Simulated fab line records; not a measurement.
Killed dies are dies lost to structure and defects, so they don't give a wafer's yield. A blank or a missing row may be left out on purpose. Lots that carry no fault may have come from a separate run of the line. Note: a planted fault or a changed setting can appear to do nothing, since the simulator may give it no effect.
fab line records	flow sky130
record: lots: 24	wafers: 72	last_day: 50
route steps=708 shown VIA1@474 VIA2@510 METAL3@536 CAPM@537
lots that met no fault: taken from a fault-free run of the same line
start_h: hours from the record's opening day to when the first of the lot's shown wafers began	wait_h: how many hours have passed since the lot's step before this one	" repeats the value in the row above	L1.1+2: a single row standing in for several wafers	- either no value or no given start	* or withheld: withheld	< > ~ a bound
route shown NAME@n: a module of which the file shows steps, and the number in the route of the first	usual: mean and standard deviation over wafers with no fault	same: alike in all rows	chamber/n: place in a boat	sites: readings site by site	_std_site: the values' standard deviation	_edge_site: outer sites' mean less inner sites'	radius_mm: how far each site lies from the wafer's centre	mask NAME#n: copy n	behind: tool/chamber where the wafer was last shaped	hold: what put the lot on hold/how long, in hours/how the hold closed	device: transistor that didn't switch, given as n, p or np	end of line: at the end of the route, the tests of the same wafers	a step with no rows: only its recipe	killed: dies lost to structure and defects at the first sort, not the wafer's yield	map: dies across one wafer; x = killed, . = not, _ = none there
set.NAME: the run value of the setting; set.NAME@STEP: its run value at that earlier step	model.NAME: the simulator's own value behind a step, which no gauge read
steps of the route over a sample of lots; a table a step, a row a wafer
services: the hour from which a tool's chamber was out of use, counted from the record's first day as start_h (under 0 if before that day), plus the number of hours and why
== steps ==
step: SKY_VIA1_STRIP_16
recipe: chemistry: O2/N2	power_w: 1400	pressure_mtorr: 1500	platen_temp_c: withheld	o2_flow_sccm: 3000	n2_flow_sccm: 300	overash_fraction: 0.5
usual: drypump_motor_current_A: 5.86/0.25	o2_flow_sccm: 3001/9.3	oes_product_au: 0.415/0.0047	strip_time_to_endpoint_s: 4.449/0.022
lot.wafer	tool	chamber	start_h	wait_h	drypump_motor_current_A	o2_flow_sccm	oes_product_au	rf_hours_counter_h	strip_time_to_endpoint_s
L074.3	plasma_asher-04	0	797.21	0.1	5.75	3003	0.413	-	4.428
L074.4	"	1	"	"	5.74	3007	0.419	-	4.446
L074.6	"	1	"	"	5.72	2996	0.409	-	4.449
L075.2	plasma_asher-04	1	802.04	0.0	5.79	3008	0.414	65	4.447
L075.3	"	0	"	"	5.73	3005	0.418	-	4.437
L075.5	"	1	"	"	5.76	3009	0.412	-	4.462
L076.2	plasma_asher-02	1	806.84	0.0	6.39	3000	0.420	6	4.483
L076.4	"	1	"	"	6.42	3010	0.415	-	4.462
L076.6	"	0	"	"	5.62	3008	0.414	-	4.435
L077.2	plasma_asher-04	0	813.84	0.0	5.77	2990	0.413	66	4.468
L077.4	"	0	"	"	5.77	2996	0.419	-	4.479
L077.5	"	1	"	"	5.81	2999	0.414	-	4.446
L078.1	plasma_asher-02	0	821.12	0.0	5.62	2994	0.421	8	4.461
L078.2	"	1	"	"	6.39	2972	0.417	8	4.452
L078.3	"	1	"	"	6.39	2994	0.423	-	4.447
L079.2	plasma_asher-02	0	829.74	0.0	5.61	2995	0.420	9	4.447
L079.3	"	0	"	"	5.61	2993	0.416	-	4.429
L079.5	"	1	"	"	6.41	2995	0.414	-	4.467
L080.1	plasma_asher-04	1	837.67	0.0	5.78	2998	0.420	69	4.389
L080.4	"	1	"	"	5.76	2998	0.411	-	4.438
L080.5	"	0	"	"	5.71	3012	0.411	-	4.405
L081.1	plasma_asher-04	0	857.97	0.0	5.75	2998	0.420	71	4.438
L081.5	"	1	"	"	5.78	2995	0.418	-	4.445
L081.6	"	0	"	"	5.76	3003	0.415	-	4.427
L082.2	plasma_asher-02	0	860.12	0.0	5.60	3007	0.411	12	4.425
L082.3	"	1	"	"	6.39	3014	0.410	-	4.456
L082.5	"	1	"	"	6.40	3008	0.413	-	4.467
L083.1	plasma_asher-04	0	860.77	0.0	5.76	3002	0.400	71	4.436
L083.3	"	0	"	"	5.75	3000	0.414	-	4.468
L083.5	"	1	"	"	5.78	2995	0.412	-	4.468
L084.1	plasma_asher-04	1	864.44	0.0	5.70	2997	0.428	72	4.424
L084.4	"	1	"	"	5.68	3001	0.418	-	4.418
L084.6	"	0	"	"	5.75	2982	0.419	-	4.424
L085.1	plasma_asher-01	1	874.24	0.0	5.91	3013	0.417	45	4.439
L085.4	"	1	"	"	5.90	3012	0.412	-	4.436
L085.5	"	1	"	"	5.91	3007	0.417	-	4.452
L086.1	plasma_asher-01	0	883.69	0.0	6.11	3005	0.421	46	4.461
L086.3	"	1	"	"	5.91	3002	0.412	-	4.448
L086.4	"	0	"	"	6.12	2997	0.405	-	4.466
L087.1	plasma_asher-02	0	896.04	0.0	5.65	3020	0.416	16	4.451
L087.2	"	1	"	"	6.39	3005	0.414	16	4.435
L087.3	"	1	"	"	6.40	3007	0.407	-	4.418
L088.1	plasma_asher-02	0	897.84	0.0	5.62	3018	0.414	16	4.398
L088.4	"	0	"	"	5.65	3004	0.406	-	4.435
L088.6	"	1	"	"	6.39	3001	0.415	-	4.388
L089.1	plasma_asher-04	1	905.04	0.0	5.78	2989	0.411	76	4.470
L089.2	"	0	"	"	5.76	3000	0.414	76	4.478
L089.4	"	1	"	"	5.80	2996	0.416	-	4.450
L090.1	plasma_asher-04	0	911.09	0.0	5.76	2994	0.419	76	4.428
L090.2	"	1	"	"	5.74	2992	0.418	76	4.427
L090.5	"	0	"	"	5.75	3021	0.416	-	4.438
L091.1	plasma_asher-04	1	921.64	0.0	5.80	2993	0.416	78	4.463
L091.2	"	0	"	"	5.77	3005	0.416	78	4.465
L091.3	"	0	"	"	5.76	2993	0.414	-	4.480
L092.2	plasma_asher-02	1	927.58	0.0	6.42	3008	0.417	19	4.438
L092.3	"	1	"	"	6.40	2997	0.424	-	4.510
L092.5	"	1	"	"	6.41	3001	0.405	-	4.497
L093.1	plasma_asher-04	1	929.53	0.0	5.75	3001	0.416	78	4.413
L093.2	"	0	"	"	5.77	2996	0.412	78	4.419
L093.3	"	0	"	"	5.75	2991	0.421	-	4.413
L094.2	plasma_asher-01	0	938.03	0.0	6.12	2988	0.415	49	4.440
L094.3	"	0	"	"	6.10	3005	0.408	-	4.421
L094.4	"	1	"	"	5.90	3000	0.416	-	4.445
L095.1	plasma_asher-04	0	946.99	0.0	5.76	2998	0.411	80	4.456
L095.3	"	1	"	"	5.75	2980	0.414	-	4.463
L095.4	"	0	"	"	5.77	3009	0.419	-	4.448
L096.2	plasma_asher-04	0	952.44	0.0	5.74	3010	0.414	81	4.447
L096.3	"	1	"	"	5.78	2983	0.419	-	4.466
L096.5	"	0	"	"	5.78	3002	0.421	-	4.462
L097.1	plasma_asher-04	0	958.18	0.0	5.74	3008	0.416	81	4.450
L097.5	"	0	"	"	5.75	3007	0.421	-	4.466
L097.6	"	1	"	"	5.81	3004	0.422	-	4.458
step: SKY_VIA1_CMP_24
recipe: stop_on: SiO2	t_overpolish_s: 15	down_force_psi: 3.5	platen_rpm: 60	target_thk_nm: 0	pad_velocity_m_s: 0.94248
usual: motor_current_A: 10.9/0.99	overpolish_run_s: 15.000/0.0092	platen_rpm: 60.01/0.041	time_to_endpoint_s: 66/3.3
lot.wafer	tool	chamber	start_h	wait_h	motor_current_A	overpolish_run_s	platen_rpm	time_to_endpoint_s
L074.3	cmp-01	1	798.20	0.1	9.9	14.984	60.04	63
L074.4	"	2	"	"	11.1	15.001	59.98	69
L074.6	"	0	"	"	11.1	15.006	59.97	64
L075.2	cmp-01	1	803.01	0.0	10.6	14.990	60.06	64
L075.3	"	2	"	"	10.9	14.988	60.04	72
L075.5	"	1	"	"	10.5	14.999	60.04	68
L076.2	cmp-02	1	807.81	0.0	12.6	14.990	60.02	65
L076.4	"	3	"	"	10.3	14.992	60.01	63
L076.6	"	1	"	"	12.6	14.993	60.05	66
L077.4	cmp-02	2	814.77	0.0	9.7	14.995	60.03	66
L077.2	"	1	"	"	12.2	14.984	60.01	63
L077.5	"	2	"	"	10.0	15.004	59.96	64
L078.2	cmp-02	0	822.13	0.1	9.4	15.011	59.96	63
L078.3	"	1	"	"	12.5	15.005	60.08	60
L078.1	"	2	"	"	10.4	15.021	59.97	66
L079.3	cmp-02	1	830.67	0.0	12.4	15.007	60.03	60
L079.2	"	2	"	"	9.9	15.009	60.02	61
L079.5	"	1	"	"	13.1	15.007	60.02	60
L080.1	cmp-02	1	838.60	0.1	13.2	15.002	59.98	71
L080.4	"	3	"	"	10.6	15.004	59.94	67
L080.5	"	1	"	"	12.9	15.004	59.99	71
L081.1	cmp-02	3	859.05	0.1	10.6	14.995	60.00	63
L081.6	"	1	"	"	12.6	14.998	60.07	62
L081.5	"	2	"	"	9.9	14.992	59.99	64
L082.2	cmp-02	2	861.09	0.0	10.3	15.005	60.08	65
L082.3	"	1	"	"	12.6	15.005	60.03	62
L082.5	"	2	"	"	10.1	14.989	60.05	65
L083.3	cmp-01	3	861.75	0.1	12.1	15.005	60.01	65
L083.1	"	1	"	"	10.5	15.008	60.07	65
L083.5	"	3	"	"	11.7	14.993	60.05	64
L084.1	cmp-01	0	865.45	0.1	11.6	14.995	59.97	68
L084.4	"	2	"	"	11.1	15.002	59.96	68
L084.6	"	3	"	"	11.6	15.012	60.01	62
L085.4	cmp-01	2	875.26	0.1	11.4	15.004	59.98	68
L085.1	"	3	"	"	12.0	15.009	60.09	63
L085.5	"	2	"	"	11.5	14.996	60.01	67
L086.4	cmp-02	2	884.62	0.0	9.9	15.003	59.96	67
L086.3	"	3	"	"	10.1	14.993	60.01	67
L086.1	"	0	"	"	9.6	15.003	60.00	68
L087.1	cmp-01	3	896.97	0.1	12.0	14.981	60.00	62
L087.2	"	1	"	"	10.4	14.993	60.00	62
L087.3	"	2	"	"	11.3	14.990	59.94	64
L088.4	cmp-02	2	898.80	0.0	10.0	14.989	59.98	68
L088.1	"	3	"	"	10.7	15.009	60.02	61
L088.6	"	2	"	"	10.7	15.003	60.03	65
L089.4	cmp-01	1	906.13	0.1	9.9	15.006	59.91	66
L089.2	"	2	"	"	11.2	14.996	59.98	71
L089.1	"	3	"	"	12.2	14.988	59.94	66
L090.2	cmp-02	0	912.11	0.0	9.7	14.992	59.94	65
L090.1	"	3	"	"	10.0	14.991	60.06	66
L090.5	"	1	"	"	12.8	14.991	59.97	65
L091.1	cmp-01	1	922.96	0.4	10.0	14.997	59.98	68
L091.2	"	3	"	"	11.6	15.013	60.00	66
L091.3	"	0	"	"	11.4	15.011	60.00	69
L092.3	cmp-02	0	928.60	0.1	10.0	14.987	60.05	69
L092.2	"	1	"	"	12.3	15.007	60.07	66
L092.5	"	3	"	"	10.4	15.010	60.02	64
L093.3	cmp-01	2	930.45	0.0	11.4	15.018	60.03	72
L093.1	"	3	"	"	12.2	15.001	60.02	64
L093.2	"	0	"	"	11.4	14.990	59.99	68
L094.3	cmp-01	2	938.95	0.0	11.2	15.010	60.05	70
L094.4	"	3	"	"	12.1	14.988	60.04	69
L094.2	"	0	"	"	11.1	15.000	59.99	67
L095.1	cmp-02	0	947.93	0.1	9.5	14.995	59.99	64
L095.3	"	1	"	"	12.5	14.988	60.04	64
L095.4	"	3	"	"	10.2	14.998	60.03	63
L096.3	cmp-01	0	953.43	0.1	11.7	15.005	60.02	70
L096.2	"	2	"	"	11.2	15.003	60.02	75
L096.5	"	0	"	"	11.5	14.985	60.01	68
L097.1	cmp-01	0	959.46	0.3	11.5	15.007	60.05	69
L097.5	"	2	"	"	11.3	14.994	59.96	68
L097.6	"	3	"	"	11.5	15.016	60.07	67
step: SKY_VIA2_BOW_MEAS_03
recipe: mode: bow
usual: VIA2_BOW: 88/8.2
lot.wafer	tool	chamber	start_h	wait_h	VIA2_BOW[um]
L074.3	film_metro-04	-	826.52	0.3	89
L074.4	"	-	"	"	94
L074.6	"	-	"	"	94
L075.2	film_metro-03	-	831.31	0.1	80
L075.3	"	-	"	"	81
L075.5	"	-	"	"	80
L076.2	film_metro-03	-	836.70	0.2	66
L076.4	"	-	"	"	73
L076.6	"	-	"	"	71
L077.2	film_metro-01	-	842.38	0.1	93
L077.4	"	-	"	"	83
L077.5	"	-	"	"	83
L078.1	film_metro-04	-	850.93	0.1	86
L078.2	"	-	"	"	92
L078.3	"	-	"	"	91
L079.2	film_metro-01	-	858.63	0.3	97
L079.3	"	-	"	"	95
L079.5	"	-	"	"	96
L080.1	film_metro-01	-	867.55	0.1	96
L080.4	"	-	"	"	100
L080.5	"	-	"	"	94
L081.1	film_metro-04	-	887.45	0.1	96
L081.5	"	-	"	"	82
L081.6	"	-	"	"	82
L082.2	film_metro-04	-	889.75	0.2	90
L082.3	"	-	"	"	93
L082.5	"	-	"	"	87
L083.1	film_metro-04	-	890.03	0.2	81
L083.3	"	-	"	"	85
L083.5	"	-	"	"	84
L084.1	film_metro-01	-	893.71	0.1	83
L084.4	"	-	"	"	90
L084.6	"	-	"	"	89
L085.1	film_metro-01	-	903.10	0.1	92
L085.4	"	-	"	"	86
L085.5	"	-	"	"	82
L086.1	film_metro-01	-	911.92	0.2	75
L086.3	"	-	"	"	94
L086.4	"	-	"	"	90
L087.1	film_metro-03	-	924.46	0.1	103
L087.2	"	-	"	"	104
L087.3	"	-	"	"	107
L088.1	film_metro-03	-	924.90	0.2	87
L088.4	"	-	"	"	78
L088.6	"	-	"	"	80
L089.1	film_metro-01	-	932.77	0.1	88
L089.2	"	-	"	"	85
L089.4	"	-	"	"	82
L090.1	film_metro-04	-	937.45	0.2	104
L090.2	"	-	"	"	101
L090.5	"	-	"	"	79
L091.1	film_metro-03	-	948.53	0.2	88
L091.2	"	-	"	"	78
L091.3	"	-	"	"	87
L092.2	film_metro-01	-	954.74	0.2	83
L092.3	"	-	"	"	91
L092.5	"	-	"	"	83
L093.1	film_metro-01	-	956.96	0.1	81
L093.2	"	-	"	"	76
L093.3	"	-	"	"	85
L094.2	film_metro-04	-	964.94	0.2	88
L094.3	"	-	"	"	93
L094.4	"	-	"	"	79
L095.1	film_metro-04	-	973.91	0.1	75
L095.3	"	-	"	"	84
L095.4	"	-	"	"	88
L096.2	film_metro-03	-	978.94	0.2	79
L096.3	"	-	"	"	83
L096.5	"	-	"	"	95
L097.1	film_metro-01	-	985.07	0.2	91
L097.5	"	-	"	"	85
L097.6	"	-	"	"	90
step: SKY_METAL3_SPUTTER_04
recipe: material: TiN	target_thk_nm: 70	power_w: 6500	time_s: 58.3	chamber_pressure_pa: 0.4
usual: throttle_valve_pct: 29.6/0.72
lot.wafer	tool	chamber	start_h	wait_h	throttle_valve_pct
L074.3	pvd_sputter-03	-	854.27	0.0	30.3
L074.4	"	-	"	"	28.6
L074.6	"	-	"	"	29.9
L075.2	pvd_sputter-04	-	859.27	0.0	30.2
L075.3	"	-	"	"	30.4
L075.5	"	-	"	"	29.3
L076.2	pvd_sputter-04	-	864.56	0.0	29.0
L076.4	"	-	"	"	29.9
L076.6	"	-	"	"	30.3
L077.2	pvd_sputter-03	-	869.84	0.0	28.4
L077.4	"	-	"	"	30.0
L077.5	"	-	"	"	28.9
L078.1	pvd_sputter-03	-	879.30	0.0	29.0
L078.2	"	-	"	"	28.5
L078.3	"	-	"	"	30.3
L079.2	pvd_sputter-01	-	887.01	0.0	30.4
L079.3	"	-	"	"	29.2
L079.5	"	-	"	"	30.2
L080.1	pvd_sputter-01	-	895.42	0.0	30.0
L080.4	"	-	"	"	29.1
L080.5	"	-	"	"	28.7
L081.1	pvd_sputter-04	-	914.88	0.0	30.4
L081.5	"	-	"	"	30.3
L081.6	"	-	"	"	30.6
L082.2	pvd_sputter-01	-	916.31	0.0	30.2
L082.3	"	-	"	"	28.6
L082.5	"	-	"	"	28.6
L083.1	pvd_sputter-04	-	916.87	0.0	29.1
L083.3	"	-	"	"	30.0
L083.5	"	-	"	"	30.5
L084.1	pvd_sputter-01	-	920.08	0.0	28.5
L084.4	"	-	"	"	30.2
L084.6	"	-	"	"	28.5
L085.1	pvd_sputter-01	-	929.31	0.0	28.3
L085.4	"	-	"	"	30.3
L085.5	"	-	"	"	28.5
L086.1	pvd_sputter-03	-	937.13	0.0	30.2
L086.3	"	-	"	"	28.7
L086.4	"	-	"	"	30.4
L087.1	pvd_sputter-01	-	950.36	0.0	30.0
L087.2	"	-	"	"	28.3
L087.3	"	-	"	"	30.0
L088.1	pvd_sputter-04	-	951.09	0.0	30.0
L088.4	"	-	"	"	29.2
L088.6	"	-	"	"	30.6
L089.1	pvd_sputter-04	-	959.22	0.0	30.5
L089.2	"	-	"	"	29.4
L089.4	"	-	"	"	30.4
L090.1	pvd_sputter-03	-	963.53	0.0	30.1
L090.2	"	-	"	"	30.2
L090.5	"	-	"	"	29.3
L091.1	pvd_sputter-03	-	974.21	0.0	28.6
L091.2	"	-	"	"	30.1
L091.3	"	-	"	"	29.4
L092.2	pvd_sputter-04	-	980.17	0.0	29.7
L092.3	"	-	"	"	30.4
L092.5	"	-	"	"	29.0
L093.1	pvd_sputter-01	-	982.54	0.0	28.9
L093.2	"	-	"	"	30.3
L093.3	"	-	"	"	30.2
L094.2	pvd_sputter-04	-	990.71	0.0	29.9
L094.3	"	-	"	"	28.9
L094.4	"	-	"	"	30.8
L095.1	pvd_sputter-01	-	999.42	0.0	30.3
L095.3	"	-	"	"	29.9
L095.4	"	-	"	"	28.3
L096.2	pvd_sputter-01	-	1003.40	0.0	30.3
L096.3	"	-	"	"	29.9
L096.5	"	-	"	"	29.2
L097.1	pvd_sputter-01	-	1010.48	0.0	28.2
L097.5	"	-	"	"	29.0
L097.6	"	-	"	"	28.6
step: SKY_CAPM_CVD_00
recipe: material: SiO2	target_thk_nm: 15.5	temp_c: 400	time_s: withheld	rf_w: 450
usual: heater_power_outer_w: 416/57	heater_power_w: 713/84
lot.wafer	tool	chamber	start_h	wait_h	heater_power_outer_w	heater_power_w
L074.3	pecvd-01	2	854.33	0.0	399	659
L074.4	"	0	"	"	412	710
L074.6	"	2	"	"	398	686
L075.2	pecvd-01	1	859.31	0.0	445	716
L075.3	"	0	"	"	468	749
L075.5	"	1	"	"	458	712
L076.2	pecvd-02	0	864.61	0.0	466	798
L076.4	"	1	"	"	460	781
L076.6	"	2	"	"	404	755
L077.2	pecvd-01	2	869.89	0.0	435	745
L077.4	"	2	"	"	443	721
L077.5	"	0	"	"	357	610
L078.1	pecvd-01	2	879.35	0.0	388	675
L078.2	"	1	"	"	470	783
L078.3	"	0	"	"	395	656
L079.2	pecvd-04	1	887.06	0.0	445	793
L079.3	"	0	"	"	341	605
L079.5	"	2	"	"	291	534
L080.1	pecvd-04	0	895.47	0.0	388	652
L080.4	"	0	"	"	388	669
L080.5	"	0	"	"	390	657
L081.1	pecvd-04	0	914.93	0.0	433	746
L081.5	"	2	"	"	262	498
L081.6	"	0	"	"	421	733
L082.2	pecvd-04	1	916.36	0.0	464	817
L082.3	"	2	"	"	286	534
L082.5	"	1	"	"	463	808
L083.1	pecvd-01	2	916.92	0.0	410	677
L083.3	"	0	"	"	461	766
L083.5	"	1	"	"	448	741
L084.1	pecvd-01	1	920.13	0.0	379	633
L084.4	"	2	"	"	391	657
L084.6	"	0	"	"	443	726
L085.1	pecvd-01	0	929.36	0.0	476	747
L085.4	"	2	"	"	398	668
L085.5	"	0	"	"	455	766
L086.1	pecvd-04	1	937.18	0.0	409	740
L086.3	"	2	"	"	291	537
L086.4	"	2	"	"	282	528
L087.1	pecvd-01	2	950.41	0.0	447	772
L087.2	"	1	"	"	434	713
L087.3	"	0	"	"	456	735
L088.1	pecvd-02	2	951.15	0.0	414	795
L088.4	"	1	"	"	542	876
L088.6	"	0	"	"	384	692
L089.1	pecvd-01	2	959.28	0.0	403	711
L089.2	"	0	"	"	431	705
L089.4	"	1	"	"	442	715
L090.1	pecvd-02	0	963.58	0.0	444	777
L090.2	"	1	"	"	491	827
L090.5	"	0	"	"	448	791
L091.1	pecvd-04	1	974.25	0.0	436	774
L091.2	"	2	"	"	321	587
L091.3	"	0	"	"	443	731
L092.2	pecvd-04	0	980.22	0.0	438	716
L092.3	"	2	"	"	319	570
L092.5	"	1	"	"	453	796
L093.1	pecvd-02	1	982.59	0.0	487	824
L093.2	"	2	"	"	366	722
L093.3	"	0	"	"	471	804
L094.2	pecvd-04	0	990.76	0.0	428	732
L094.3	"	1	"	"	454	802
L094.4	"	0	"	"	448	710
L095.1	pecvd-02	2	999.47	0.0	366	734
L095.3	"	0	"	"	415	733
L095.4	"	0	"	"	419	716
L096.2	pecvd-01	0	1003.45	0.0	350	601
L096.3	"	1	"	"	405	658
L096.5	"	2	"	"	403	681
L097.1	pecvd-01	1	1010.53	0.0	447	730
L097.5	"	0	"	"	412	676
L097.6	"	2	"	"	456	757
step: SKY_CAPM_THK_MEAS_04
recipe: thk_meas_gauge: xrf	reads: TiN_of_CAPM_SPUTTER_02
usual: CAPM_TIN_THK: 202.7/2.4
lot.wafer	tool	chamber	start_h	wait_h	CAPM_TIN_THK[nm]
L074.3	film_metro-03	-	854.66	0.1	200.4
L074.4	"	-	"	"	200.0
L074.6	"	-	"	"	199.1
L075.2	film_metro-01	-	859.64	0.1	201.9
L075.3	"	-	"	"	204.7
L075.5	"	-	"	"	203.5
L076.2	film_metro-01	-	864.93	0.1	204.6
L076.4	"	-	"	"	201.5
L076.6	"	-	"	"	203.9
L077.2	film_metro-01	-	870.21	0.1	202.4
L077.4	"	-	"	"	202.6
L077.5	"	-	"	"	201.8
L078.1	film_metro-03	-	879.66	0.1	199.2
L078.2	"	-	"	"	199.2
L078.3	"	-	"	"	201.0
L079.2	film_metro-02	-	887.38	0.1	205.3
L079.3	"	-	"	"	208.0
L079.5	"	-	"	"	204.8
L080.1	film_metro-03	-	895.79	0.1	205.6
L080.4	"	-	"	"	205.4
L080.5	"	-	"	"	203.4
L081.1	film_metro-02	-	915.24	0.1	202.3
L081.5	"	-	"	"	204.6
L081.6	"	-	"	"	201.9
L082.2	film_metro-02	-	916.68	0.1	201.3
L082.3	"	-	"	"	202.2
L082.5	"	-	"	"	202.3
L083.1	film_metro-03	-	917.23	0.1	203.8
L083.3	"	-	"	"	202.9
L083.5	"	-	"	"	204.7
L084.1	film_metro-02	-	920.44	0.1	196.7
L084.4	"	-	"	"	197.8
L084.6	"	-	"	"	197.4
L085.1	film_metro-02	-	929.68	0.1	200.2
L085.4	"	-	"	"	199.1
L085.5	"	-	"	"	198.6
L086.1	film_metro-01	-	937.49	0.1	205.3
L086.3	"	-	"	"	207.4
L086.4	"	-	"	"	206.4
L087.1	film_metro-01	-	950.72	0.1	202.3
L087.2	"	-	"	"	200.8
L087.3	"	-	"	"	201.1
L088.1	film_metro-02	-	951.46	0.1	202.0
L088.4	"	-	"	"	204.4
L088.6	"	-	"	"	203.3
L089.1	film_metro-02	-	959.59	0.1	204.8
L089.2	"	-	"	"	203.2
L089.4	"	-	"	"	203.8
L090.1	film_metro-01	-	963.90	0.1	204.1
L090.2	"	-	"	"	206.5
L090.5	"	-	"	"	203.8
L091.1	film_metro-03	-	974.57	0.1	204.8
L091.2	"	-	"	"	203.4
L091.3	"	-	"	"	204.3
L092.2	film_metro-03	-	980.54	0.1	203.8
L092.3	"	-	"	"	201.5
L092.5	"	-	"	"	201.8
L093.1	film_metro-02	-	982.90	0.1	202.6
L093.2	"	-	"	"	203.9
L093.3	"	-	"	"	203.5
L094.2	film_metro-02	-	991.08	0.1	201.2
L094.3	"	-	"	"	200.6
L094.4	"	-	"	"	198.6
L095.1	film_metro-01	-	999.78	0.1	201.0
L095.3	"	-	"	"	200.1
L095.4	"	-	"	"	200.9
L096.2	film_metro-02	-	1003.77	0.1	203.4
L096.3	"	-	"	"	207.0
L096.5	"	-	"	"	206.3
L097.1	film_metro-01	-	1010.84	0.1	201.8
L097.5	"	-	"	"	202.1
L097.6	"	-	"	"	201.9
== services ==
tool	chamber	start_h	hours	kind
cmp-01	-	775.15	5.2	pm
cmp-02	-	791.76	1.2	repair
pecvd-04	-	808.62	34.7	repair
pecvd-01	2	823.07	2.2	repair
cmp-02	-	826.93	1.5	repair
plasma_asher-04	-	847.99	2.8	pm
pecvd-01	-	849.29	2.8	pm
cmp-02	-	849.84	2.2	repair
pvd_sputter-04	-	849.85	2.1	repair
pecvd-04	2	863.25	5.3	repair
pvd_sputter-03	-	870.84	1.2	repair
pecvd-04	-	911.90	1.9	repair
cmp-01	-	913.03	0.5	repair
cmp-02	-	917.28	1.7	repair
cmp-02	-	920.17	4.0	pm
cmp-01	-	927.67	1.3	repair
pecvd-01	1	928.30	5.5	repair
pecvd-04	2	940.56	11.2	repair
pvd_sputter-01	-	967.80	4.0	repair
cmp-02	-	975.00	0.6	repair
pvd_sputter-04	-	975.84	3.6	repair
pecvd-01	-	994.99	1.5	repair
cmp-01	-	1001.60	0.6	repair
cmp-01	-	1003.63	0.8	repair
== key ==
fault none
